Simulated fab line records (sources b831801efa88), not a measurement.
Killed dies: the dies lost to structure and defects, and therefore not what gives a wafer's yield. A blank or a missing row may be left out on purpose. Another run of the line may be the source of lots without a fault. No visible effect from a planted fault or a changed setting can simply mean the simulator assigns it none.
fab line records + flow sky130
record:
- lots: 6
- wafers: 18
- last_day: 50
route steps=708 shown NWELL@79 PWDE@84 VT_ADJUST_HVTP@85 PAD_OPEN@708
lots that met no fault: from a run of the same line without faults
start_h: hours from the record's opening day to when the first of the lot's shown wafers began + wait_h: how many hours have passed since the lot's step before this one + " as in the row above + L1.1+2: a single row standing in for several wafers + - value missing, or start not given + * or withheld: withheld + < > ~ a bound
route shown NAME@n: a module of which the file shows steps, and the number in the route of the first + usual: mean/standard deviation taken from wafers without a fault + same: alike in all rows + chamber/n: place in a boat + sites: readings site by site + _std_site: the values' standard deviation + _edge_site: outer sites' mean less inner sites' + radius_mm: how far each site lies from the wafer's centre + mask NAME#n: copy n + behind: the last tool/chamber to shape the wafer + hold: the reason the lot was held/the length of the hold in hours/how it ended + device: the transistor (n, p or np) that didn't switch + end of line: tests run on the same wafers once the route is complete + a step without rows: its recipe alone + killed: count of dies lost to structure and defects at first sort (not the wafer's yield) + map: the dies of a wafer, with x for killed, . for not killed, _ for no die there
set.NAME: the run value of the setting; set.NAME@STEP: its run value at that earlier step + model.NAME: the simulator's own value behind a step, which no gauge read
lots seen at some steps along the route; tables by step, rows by wafer
services: from which hour (start_h, from the record's first day; less than 0 if before it) a tool's chamber was out of use, for how many hours, and why
== steps ==
step: SKY_NWELL_TW_MEAS_26
usual:
- NWELL_2_TW: 494/3.1
| lot.wafer | tool          | chamber | start_h | wait_h | NWELL_2_TW |
|-----------|---------------|---------|---------|--------|------------|
| L448.2    | film_metro-04 | -       | 117.55  | 0.1    | 494        |
| L448.5    | "             | -       | "       | "      | 492        |
| L448.6    | "             | -       | "       | "      | 495        |
| L452.3    | film_metro-01 | -       | 145.02  | 0.1    | 491        |
| L452.4    | "             | -       | "       | "      | 491        |
| L452.6    | "             | -       | "       | "      | 488        |
| L459.1    | film_metro-02 | -       | 186.79  | 0.1    | 496        |
| L459.4    | "             | -       | "       | "      | 494        |
| L459.5    | "             | -       | "       | "      | 495        |
| L461.2    | film_metro-04 | -       | 200.01  | 0.1    | 493        |
| L461.4    | "             | -       | "       | "      | 491        |
| L461.6    | "             | -       | "       | "      | 495        |
| L466.1    | film_metro-02 | -       | 229.35  | 0.1    | 498        |
| L466.3    | "             | -       | "       | "      | 496        |
| L466.6    | "             | -       | "       | "      | 496        |
| L468.1    | film_metro-01 | -       | 243.80  | 0.1    | 494        |
| L468.4    | "             | -       | "       | "      | 497        |
| L468.5    | "             | -       | "       | "      | 494        |
step: SKY_NWELL_CLEAN_27
recipe:
- chemistry: SC1/SC2
- mix: 1:4:20
- temp_c: 70
- time_s: 150
- dry: n2_spin
step: SKY_NWELL_RTA_28
recipe:
- temp_c: 1050
- time_s: 30
- idle_temp_c: 650
- ramp_up_c_per_s: 150
- ramp_down_c_per_s: 90
- ambient: N2
usual:
- lamp_power_pct: 25.31/0.052
- wafer_temp_C_max: 1054.8/0.88
| lot.wafer | tool          | chamber | start_h | wait_h | lamp_power_pct | wafer_temp_C_max |
|-----------|---------------|---------|---------|--------|----------------|------------------|
| L448.2    | rtp_anneal-01 | 0       | 117.67  | 0.0    | 25.39          | 1055.1           |
| L448.5    | "             | 0       | "       | "      | 25.24          | 1054.3           |
| L448.6    | "             | 0       | "       | "      | 25.30          | 1055.0           |
| L452.3    | rtp_anneal-02 | 0       | 145.14  | 0.0    | 25.34          | 1053.5           |
| L452.4    | "             | 0       | "       | "      | 25.33          | 1055.7           |
| L452.6    | "             | 0       | "       | "      | 25.33          | 1054.0           |
| L459.1    | rtp_anneal-01 | 0       | 186.90  | 0.0    | 25.35          | 1054.8           |
| L459.4    | "             | 0       | "       | "      | 25.31          | 1055.3           |
| L459.5    | "             | 0       | "       | "      | 25.32          | 1054.2           |
| L461.2    | rtp_anneal-02 | 0       | 200.13  | 0.0    | 25.34          | 1053.8           |
| L461.4    | "             | 0       | "       | "      | 25.21          | 1054.7           |
| L461.6    | "             | 0       | "       | "      | 25.26          | 1055.5           |
| L466.1    | rtp_anneal-02 | 0       | 229.46  | 0.0    | 25.32          | 1054.4           |
| L466.3    | "             | 0       | "       | "      | 25.23          | 1054.5           |
| L466.6    | "             | 0       | "       | "      | 25.21          | 1055.5           |
| L468.1    | rtp_anneal-02 | 0       | 243.96  | 0.0    | 25.25          | 1054.4           |
| L468.4    | "             | 0       | "       | "      | 25.29          | 1053.3           |
| L468.5    | "             | 0       | "       | "      | 25.40          | 1055.5           |
step: SKY_NWELL_RS_MEAS_29
recipe:
- thk_meas_gauge: four-point-probe
usual:
- NWELL_RS: 624.2/1.9
| lot.wafer | tool          | chamber | start_h | wait_h | NWELL_RS[ohm/sq] |
|-----------|---------------|---------|---------|--------|------------------|
| L448.2    | film_metro-01 | -       | 117.77  | 0.1    | 623.5            |
| L448.5    | "             | -       | "       | "      | 622.5            |
| L448.6    | "             | -       | "       | "      | 622.5            |
| L452.3    | film_metro-02 | -       | 145.25  | 0.1    | 625.7            |
| L452.4    | "             | -       | "       | "      | 625.6            |
| L452.6    | "             | -       | "       | "      | 623.4            |
| L459.1    | film_metro-02 | -       | 187.00  | 0.1    | 625.1            |
| L459.4    | "             | -       | "       | "      | 623.5            |
| L459.5    | "             | -       | "       | "      | 624.8            |
| L461.2    | film_metro-02 | -       | 200.23  | 0.1    | 623.4            |
| L461.4    | "             | -       | "       | "      | 623.7            |
| L461.6    | "             | -       | "       | "      | 622.8            |
| L466.1    | film_metro-04 | -       | 229.56  | 0.1    | 625.0            |
| L466.3    | "             | -       | "       | "      | 625.8            |
| L466.6    | "             | -       | "       | "      | 624.1            |
| L468.1    | film_metro-02 | -       | 244.06  | 0.1    | 623.8            |
| L468.4    | "             | -       | "       | "      | 624.7            |
| L468.5    | "             | -       | "       | "      | 627.1            |
step: SKY_NWELL_RS_MEAS_31
recipe:
- thk_meas_gauge: four-point-probe
usual:
- PWDE_RS: 5268/19
| lot.wafer | tool          | chamber | start_h | wait_h | PWDE_RS[ohm/sq] |
|-----------|---------------|---------|---------|--------|-----------------|
| L448.2    | film_metro-01 | -       | 118.01  | 0.1    | 5255            |
| L448.5    | "             | -       | "       | "      | 5255            |
| L448.6    | "             | -       | "       | "      | 5248            |
| L452.3    | film_metro-02 | -       | 145.49  | 0.1    | 5249            |
| L452.4    | "             | -       | "       | "      | 5259            |
| L452.6    | "             | -       | "       | "      | 5269            |
| L459.1    | film_metro-02 | -       | 187.24  | 0.1    | 5235            |
| L459.4    | "             | -       | "       | "      | 5239            |
| L459.5    | "             | -       | "       | "      | 5259            |
| L461.2    | film_metro-02 | -       | 200.47  | 0.1    | 5262            |
| L461.4    | "             | -       | "       | "      | 5250            |
| L461.6    | "             | -       | "       | "      | 5266            |
| L466.1    | film_metro-04 | -       | 229.80  | 0.1    | 5233            |
| L466.3    | "             | -       | "       | "      | 5242            |
| L466.6    | "             | -       | "       | "      | 5238            |
| L468.1    | film_metro-02 | -       | 244.30  | 0.1    | 5279            |
| L468.4    | "             | -       | "       | "      | 5274            |
| L468.5    | "             | -       | "       | "      | 5267            |
step: SKY_VT_ADJUST_HVTP_DEHYDRATE_00
recipe:
- temp_c: 200
- time_s: 60
step: SKY_VT_ADJUST_HVTP_HMDS_01
recipe:
- prime_time_s: 60
- prime_temp_c: 120
step: SKY_VT_ADJUST_HVTP_COAT_02
recipe:
- resist: NOVOLAK
- spin_rpm: 3000
- resist_thk_nm: 1140
step: SKY_VT_ADJUST_HVTP_SOFTBAKE_03
recipe:
- temp_c: 90
- time_s: 60
- resist: NOVOLAK
step: SKY_VT_ADJUST_HVTP_EXPOSE_04
recipe:
- mask_id: HVTPM
- na: 0.6
- source_shape: conventional
- sigma_outer: 0.6
- polarization: unpolarized
- target_cd_nm: 380
- dose_mj: 140
step: SKY_VT_ADJUST_HVTP_PEB_05
recipe:
- temp_c: withheld
- time_s: *
- resist: NOVOLAK
step: SKY_VT_ADJUST_HVTP_DEVELOP_06
recipe:
- resist: NOVOLAK
- developer: TMAH
- develop_time_s: 60
- dev_temp_c: 23
usual:
- chill_plate_temp_C: 22.99/0.099
- developer_temp_C: 23.00/0.11
| lot.wafer | tool           | chamber | start_h | wait_h | chill_plate_temp_C | developer_temp_C |
|-----------|----------------|---------|---------|--------|--------------------|------------------|
| L448.2    | litho_track-04 | 0       | 136.69  | 0.1    | 22.91              | 23.06            |
| L448.5    | "              | 0       | "       | "      | 22.98              | 22.90            |
| L448.6    | "              | 0       | "       | "      | 22.93              | 22.98            |
| L452.3    | litho_track-02 | 0       | 164.61  | 0.1    | 22.92              | 23.12            |
| L452.4    | "              | 0       | "       | "      | 22.95              | 23.22            |
| L452.6    | "              | 0       | "       | "      | 23.04              | 23.05            |
| L459.1    | litho_track-02 | 0       | 208.36  | 0.1    | 23.12              | 23.94            |
| L459.4    | "              | 0       | "       | "      | 23.07              | 24.03            |
| L459.5    | "              | 0       | "       | "      | 23.08              | 23.84            |
| L461.2    | litho_track-02 | 0       | 222.43  | 0.1    | 22.93              | 23.70            |
| L461.4    | "              | 0       | "       | "      | 23.04              | 23.77            |
| L461.6    | "              | 0       | "       | "      | 23.11              | 23.88            |
| L466.1    | litho_track-04 | 0       | 253.41  | 0.1    | 23.09              | 23.06            |
| L466.3    | "              | 0       | "       | "      | 22.97              | 22.98            |
| L466.6    | "              | 0       | "       | "      | 23.23              | 22.84            |
| L468.1    | litho_track-04 | 0       | 268.01  | 0.1    | 22.94              | 22.91            |
| L468.4    | "              | 0       | "       | "      | 22.87              | 23.00            |
| L468.5    | "              | 0       | "       | "      | 22.95              | 22.95            |
step: SKY_VT_ADJUST_HVTP_CD_MEAS_07
recipe:
- target_cd_nm: 380
usual:
- cd_nm: 379.5/2.7
| lot.wafer | tool      | chamber | start_h | wait_h | cd_nm |
|-----------|-----------|---------|---------|--------|-------|
| L448.2    | cd_sem-01 | -       | 136.83  | 0.1    | 378.1 |
| L448.5    | "         | -       | "       | "      | 378.0 |
| L448.6    | "         | -       | "       | "      | 377.3 |
| L452.3    | cd_sem-02 | -       | 164.75  | 0.1    | 379.8 |
| L452.4    | "         | -       | "       | "      | 377.4 |
| L452.6    | "         | -       | "       | "      | 377.8 |
| L459.1    | cd_sem-02 | -       | 208.51  | 0.1    | 372.2 |
| L459.4    | "         | -       | "       | "      | 375.3 |
| L459.5    | "         | -       | "       | "      | 376.9 |
| L461.2    | cd_sem-02 | -       | 222.58  | 0.1    | 375.6 |
| L461.4    | "         | -       | "       | "      | 376.1 |
| L461.6    | "         | -       | "       | "      | 376.4 |
| L466.1    | cd_sem-01 | -       | 253.57  | 0.1    | 381.8 |
| L466.3    | "         | -       | "       | "      | 383.2 |
| L466.6    | "         | -       | "       | "      | 384.6 |
| L468.1    | cd_sem-02 | -       | 268.16  | 0.1    | 378.6 |
| L468.4    | "         | -       | "       | "      | 380.0 |
| L468.5    | "         | -       | "       | "      | 377.6 |
step: SKY_PAD_OPEN_PROBE_99
usual:
- killed_at_M0_to_M3: 42/6.6
- killed_at_M4_up: 3.0/1.8
- killed_at_contacts: 25/5.1
- killed_at_front_end: 15/4.4
- killed_at_other: 0.3/0.56
- killed_dies: 86/8.6
- killed_open: 47/6.9
- killed_short: 38/6
same:
- gross_dies: 492
- killed_at_back_side: 0
| lot.wafer | tool      | chamber | start_h | wait_h | killed_at_M0_to_M3 | killed_at_M4_up | killed_at_contacts | killed_at_front_end | killed_at_other | killed_dies | killed_open | killed_short |
|-----------|-----------|---------|---------|--------|--------------------|-----------------|--------------------|---------------------|-----------------|-------------|-------------|--------------|
| L448.2    | prober-02 | -       | 1087.41 | 0.1    | 40                 | 1               | 26                 | 14                  | 0               | 81          | 48          | 33           |
| L448.5    | prober-02 | -       | 1087.56 | 0.2    | 48                 | 3               | 27                 | 5                   | 0               | 83          | 44          | 39           |
| L448.6    | prober-02 | -       | 1087.61 | 0.2    | 53                 | 2               | 26                 | 15                  | 0               | 96          | 59          | 37           |
| L452.3    | prober-02 | -       | 1117.63 | 0.2    | 39                 | 5               | 30                 | 14                  | 0               | 88          | 48          | 40           |
| L452.4    | prober-02 | -       | 1117.68 | 0.2    | 51                 | 1               | 29                 | 16                  | 0               | 97          | 60          | 37           |
| L452.6    | prober-02 | -       | 1117.78 | 0.2    | 41                 | 5               | 21                 | 16                  | 0               | 83          | 43          | 40           |
| L459.1    | prober-01 | -       | 1154.08 | 0.1    | 47                 | 6               | 17                 | 20                  | 0               | 90          | 46          | 43           |
| L459.4    | prober-01 | -       | 1154.23 | 0.2    | 47                 | 4               | 20                 | 15                  | 0               | 86          | 49          | 36           |
| L459.5    | prober-01 | -       | 1154.28 | 0.2    | 58                 | 5               | 14                 | 12                  | 2               | 91          | 45          | 43           |
| L461.2    | prober-01 | -       | 1166.04 | 0.1    | 35                 | 0               | 30                 | 16                  | 0               | 81          | 42          | 39           |
| L461.4    | prober-01 | -       | 1166.14 | 0.2    | 48                 | 3               | 31                 | 9                   | 0               | 91          | 47          | 44           |
| L461.6    | prober-01 | -       | 1166.24 | 0.2    | 40                 | 2               | 33                 | 14                  | 0               | 89          | 49          | 39           |
| L466.1    | prober-02 | -       | 1187.59 | 0.1    | 31                 | 4               | 29                 | 13                  | 0               | 77          | 43          | 34           |
| L466.3    | prober-02 | -       | 1187.69 | 0.2    | 36                 | 1               | 38                 | 14                  | 0               | 89          | 54          | 35           |
| L466.6    | prober-02 | -       | 1187.84 | 0.2    | 40                 | 2               | 29                 | 16                  | 0               | 87          | 55          | 32           |
| L468.1    | prober-02 | -       | 1198.53 | 0.1    | 32                 | 4               | 21                 | 15                  | 0               | 72          | 31          | 41           |
| L468.4    | prober-02 | -       | 1198.68 | 0.2    | 48                 | 3               | 25                 | 18                  | 0               | 94          | 53          | 41           |
| L468.5    | prober-02 | -       | 1198.73 | 0.2    | 44                 | 4               | 30                 | 7                   | 1               | 86          | 50          | 36           |
killed by level:class
L448.2 LI_CONTACT:geometric_particle:open=9 VIA1:geometric_particle:open=9 CONTACT:geometric_particle:open=8 VIA3:geometric_particle:open=7 POLY_GATE:geometric_particle:short=5 FIELD_ISO:geometric_particle:open=4 METAL3:geometric_particle:short=4 LI_CONTACT:geometric_particle:short=3
L448.5 LI_CONTACT:geometric_particle:open=13 VIA1:geometric_particle:open=12 METAL2:geometric_particle:short=7 VIA3:geometric_particle:open=6 LI_CONTACT:geometric_particle:short=6 VIA1:geometric_particle:short=6 CONTACT:geometric_particle:open=5 METAL1:geometric_particle:short=5
L448.6 VIA1:geometric_particle:open=19 CONTACT:geometric_particle:open=10 LI_CONTACT:geometric_particle:open=9 FIELD_ISO:geometric_particle:short=6 VIA3:geometric_particle:open=6 VIA1:geometric_particle:short=6 METAL1:geometric_particle:short=5 VIA3:geometric_particle:short=4
L452.3 VIA1:geometric_particle:open=13 LI_CONTACT:geometric_particle:open=12 CONTACT:geometric_particle:open=9 FIELD_ISO:geometric_particle:short=5 METAL2:geometric_particle:short=5 METAL4:geometric_particle:short=5 FIELD_ISO:geometric_particle:open=4 VIA3:geometric_particle:short=4
L452.4 VIA1:geometric_particle:open=13 LI_CONTACT:geometric_particle:open=9 VIA2:geometric_particle:open=9 VIA3:geometric_particle:open=8 CONTACT:geometric_particle:short=7 CONTACT:geometric_particle:open=6 METAL2:geometric_particle:short=5 FIELD_ISO:geometric_particle:short=4
L452.6 CONTACT:geometric_particle:open=12 VIA2:geometric_particle:open=7 VIA1:geometric_particle:short=6 VIA1:geometric_particle:open=6 POLY_GATE:geometric_particle:short=5 CONTACT:geometric_particle:short=5 FIELD_ISO:geometric_particle:short=4 LI_CONTACT:geometric_particle:open=4
L459.1 VIA1:geometric_particle:open=8 CONTACT:geometric_particle:open=7 VIA2:geometric_particle:open=7 FIELD_ISO:geometric_particle:open=6 LI_CONTACT:geometric_particle:open=6 VIA1:geometric_particle:short=5 METAL1:geometric_particle:short=5 METAL2:geometric_particle:short=5
L459.4 VIA1:geometric_particle:open=12 CONTACT:geometric_particle:open=9 METAL1:geometric_particle:short=9 VIA1:geometric_particle:short=7 VIA3:geometric_particle:open=7 LI_CONTACT:geometric_particle:open=6 POLY_GATE:geometric_particle:short=5 VIA2:geometric_particle:open=4
L459.5 VIA1:geometric_particle:open=11 CONTACT:geometric_particle:open=7 METAL2:geometric_particle:short=7 VIA1:geometric_particle:short=7 METAL3:geometric_particle:short=7 VIA3:geometric_particle:open=6 VIA2:geometric_particle:open=6 POLY_GATE:geometric_particle:open=5
L461.2 VIA1:geometric_particle:open=11 CONTACT:geometric_particle:short=8 CONTACT:geometric_particle:open=7 LI_CONTACT:geometric_particle:open=6 LOCAL_INTERCONNECT:geometric_particle:short=6 POLY_GATE:geometric_particle:open=5 METAL1:geometric_particle:short=5 VIA2:geometric_particle:open=5
L461.4 CONTACT:geometric_particle:open=16 VIA1:geometric_particle:open=15 VIA1:geometric_particle:short=12 VIA3:geometric_particle:open=6 LI_CONTACT:geometric_particle:short=5 METAL2:geometric_particle:short=5 LI_CONTACT:geometric_particle:open=4 FIELD_ISO:geometric_particle:open=3
L461.6 VIA1:geometric_particle:open=13 CONTACT:geometric_particle:open=11 VIA3:geometric_particle:open=8 VIA1:geometric_particle:short=7 LI_CONTACT:geometric_particle:open=6 LI_CONTACT:geometric_particle:short=6 CONTACT:geometric_particle:short=6 POLY_GATE:geometric_particle:short=5
L466.1 CONTACT:geometric_particle:open=12 VIA1:geometric_particle:open=8 LI_CONTACT:geometric_particle:open=7 VIA1:geometric_particle:short=6 LOCAL_INTERCONNECT:geometric_particle:short=5 FIELD_ISO:geometric_particle:open=4 VIA2:geometric_particle:short=4 FIELD_ISO:geometric_particle:short=3
L466.3 CONTACT:geometric_particle:open=15 LI_CONTACT:geometric_particle:open=11 VIA1:geometric_particle:open=9 METAL1:geometric_particle:short=8 VIA2:geometric_particle:open=7 LOCAL_INTERCONNECT:geometric_particle:short=6 POLY_GATE:geometric_particle:open=4 LI_CONTACT:geometric_particle:short=4
L466.6 CONTACT:geometric_particle:open=11 VIA3:geometric_particle:open=9 VIA1:geometric_particle:open=7 FIELD_ISO:geometric_particle:open=6 LI_CONTACT:geometric_particle:open=6 VIA1:geometric_particle:short=5 POLY_GATE:geometric_particle:open=4 CONTACT:geometric_particle:short=4
L468.1 FIELD_ISO:geometric_particle:open=8 LI_CONTACT:geometric_particle:open=6 METAL1:geometric_particle:short=6 LOCAL_INTERCONNECT:geometric_particle:short=5 CONTACT:geometric_particle:open=5 VIA2:geometric_particle:open=4 VIA1:geometric_particle:open=4 CONTACT:geometric_particle:short=4
L468.4 VIA1:geometric_particle:open=13 CONTACT:geometric_particle:open=9 FIELD_ISO:geometric_particle:open=7 VIA3:geometric_particle:open=7 LOCAL_INTERCONNECT:geometric_particle:short=6 VIA1:geometric_particle:short=5 VIA2:geometric_particle:open=5 CONTACT:geometric_particle:short=4
L468.5 VIA1:geometric_particle:open=15 CONTACT:geometric_particle:short=8 VIA2:geometric_particle:open=8 LI_CONTACT:geometric_particle:open=7 CONTACT:geometric_particle:open=6 METAL2:geometric_particle:short=4 VIA3:geometric_particle:short=4 LI_CONTACT:geometric_particle:short=3
== services ==
| tool           | chamber | start_h | hours | kind                      |
|----------------|---------|---------|-------|---------------------------|
| rtp_anneal-02  | -       | 132.18  | 3.6   | pm                        |
| litho_track-02 | -       | 180.47  | -     | consumable_replace:filter |
== key ==
first_sign:
- step: SKY_VT_ADJUST_HVTP_DEVELOP_06
- reading: developer_temp_C
- direction: up
- sigmas: 7.7
- usual: *
- struck: *
effect:
- step: SKY_VT_ADJUST_HVTP_CD_MEAS_07
- reading: cd_nm
- direction: down
- sigmas: 1.5
- usual: 379.5
- struck: 375.4
- through: control_loop
met_at SKY_VT_ADJUST_HVTP_DEVELOP_06
struck_wafers L459.1,L459.4,L459.5,L461.2,L461.4,L461.6
tester_left_out L459,L461
loop_trim:
- step: SKY_VT_ADJUST_HVTP_EXPOSE_04
- setting: dose
- lots: L461
onset_between 164.61 208.36
fault:
- kind: process_parameter_drift
- tool: litho_track-02
- chamber: -
- onset_h: 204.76
- steps: SKY_VT_ADJUST_HVTP_DEVELOP_06
- channel: dev_temp_c
- offset: *
- shape: step
- end_h: 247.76
- acts_in: *
- stated: *
tester_left_out: of these lots the tester's yield and bins aren't shown, on N5 and GAA mostly nor the transistor test; their killed dies are dies lost to structure and defects alone, not to doping, threshold or leakage, so they don't give the yield
loop_trim: a control loop set the setting to another value than it would have without faults
